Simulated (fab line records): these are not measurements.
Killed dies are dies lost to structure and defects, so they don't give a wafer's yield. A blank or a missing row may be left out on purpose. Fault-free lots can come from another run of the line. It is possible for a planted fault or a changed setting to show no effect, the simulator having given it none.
Tool commonality check	flow gf180mcu	Sample size 14 lots and 42 wafers

WHAT PROMPTED THE OPENING
2 of 14 lots carry a flag on the reading LVPWELL_RS at GF_VT_IMPLANT_RS_MEAS_48. Wafers without a fault read 1196 ohm/sq, standard deviation 3.7.
Rule: a lot gets a flag if all its wafers with a number sit over 4 standard deviations from that mean, or if no wafer of it has a number. The rest of the lots are taken to be sound.

lot	measured	on	LVPWELL_RS (ohm/sq), wafer by wafer	flag
L226	day 7 16:04	film-metro-02	1192 1190 1194	
L227	day 7 20:31	film-metro-02	1196 1192 1196	
L228	day 8 05:13	film-metro-02	1197 1195 1197	
L233	day 9 13:50	film-metro-04	1199 1197 1198	
L234	day 9 18:58	film-metro-04	1253 1253 1256	FLAGGED
L235	day 10 01:56	film-metro-02	1248 1252 1248	FLAGGED
L238	day 11 00:51	film-metro-01	1194 1189 1194	
L239	day 11 06:53	film-metro-04	1201 1196 1196	
L240	day 11 12:56	film-metro-04	1194 1199 1195	
L242	day 12 03:46	film-metro-02	1190 1191 1192	
L244	day 12 16:49	film-metro-01	1193 1191 1192	
L246	day 13 04:08	film-metro-02	1192 1193 1192	
L247	day 13 12:58	film-metro-04	1200 1203 1199	
L248	day 13 16:53	film-metro-02	1195 1194 1194	
The numbers of the flagged lots are 1252 ohm/sq on average: +56 ohm/sq against the usual, or +15 standard deviations.

LOT BY LOT: THE TOOL USED
The record keeps 1 process step preceding the reading, out of 602 steps on the route. Read each cell as the tool, then ch plus the chambers that the sampled wafers visited, then the start.
lot	flag	GF_LVPWELL_IMPLANT_09
L226		implanter-03 ch 0, day 3 22:02
L227		implanter-04 ch 0, day 4 02:31
L228		implanter-03 ch 0, day 4 10:32
L233		implanter-01 ch 0, day 5 12:32
L234	FLAGGED	implanter-01 ch 0, day 5 16:32
L235	FLAGGED	implanter-01 ch 0, day 5 22:10
L238		implanter-04 ch 0, day 6 15:49
L239		implanter-04 ch 0, day 6 22:54
L240		implanter-04 ch 0, day 7 04:53
L242		implanter-04 ch 0, day 7 15:54
L244		implanter-03 ch 0, day 8 02:38
L246		implanter-03 ch 0, day 8 12:47
L247		implanter-04 ch 0, day 8 20:04
L248		implanter-04 ch 0, day 9 00:47
What the steps here do:
- GF_LVPWELL_IMPLANT_09
- GF_VT_IMPLANT_RS_MEAS_48: measures by four-point-probe.

FLAGGED AGAINST TOTAL, ONE TOOL AT A TIME (gauges that did the reading follow at the end)
step	tool	lots run	flagged	share of the flagged lots	sound lots run after its first flagged lot
GF_LVPWELL_IMPLANT_09	implanter-01	3	2	all	0
GF_LVPWELL_IMPLANT_09	implanter-03	4	0	none	-
GF_LVPWELL_IMPLANT_09	implanter-04	7	0	none	-
GF_VT_IMPLANT_RS_MEAS_48	film-metro-01	2	0	none	-
GF_VT_IMPLANT_RS_MEAS_48	film-metro-02	7	1	some	3 (L242,L246,L248)
GF_VT_IMPLANT_RS_MEAS_48	film-metro-04	5	1	some	3 (L239,L240,L247)

THE TABLE: WHAT IT ALLOWS
1 row of the table ran every flagged lot: implanter-01 at GF_LVPWELL_IMPLANT_09.
- implanter-01 at GF_LVPWELL_IMPLANT_09 ran 3 lots, 2 of them flagged. A fault beginning between L233 (day 5 12:32), its last sound lot, and L234 (day 5 16:32), its first flagged one, fits the data.
Left over: one tool, implanter-01 at GF_LVPWELL_IMPLANT_09.

WHAT THE SIMULATOR HAD INSERTED
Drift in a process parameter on implanter-01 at GF_LVPWELL_IMPLANT_09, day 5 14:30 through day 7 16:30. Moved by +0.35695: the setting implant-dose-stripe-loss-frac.
Lots struck among those shown: L234, L235. This agrees with what the rule above found.
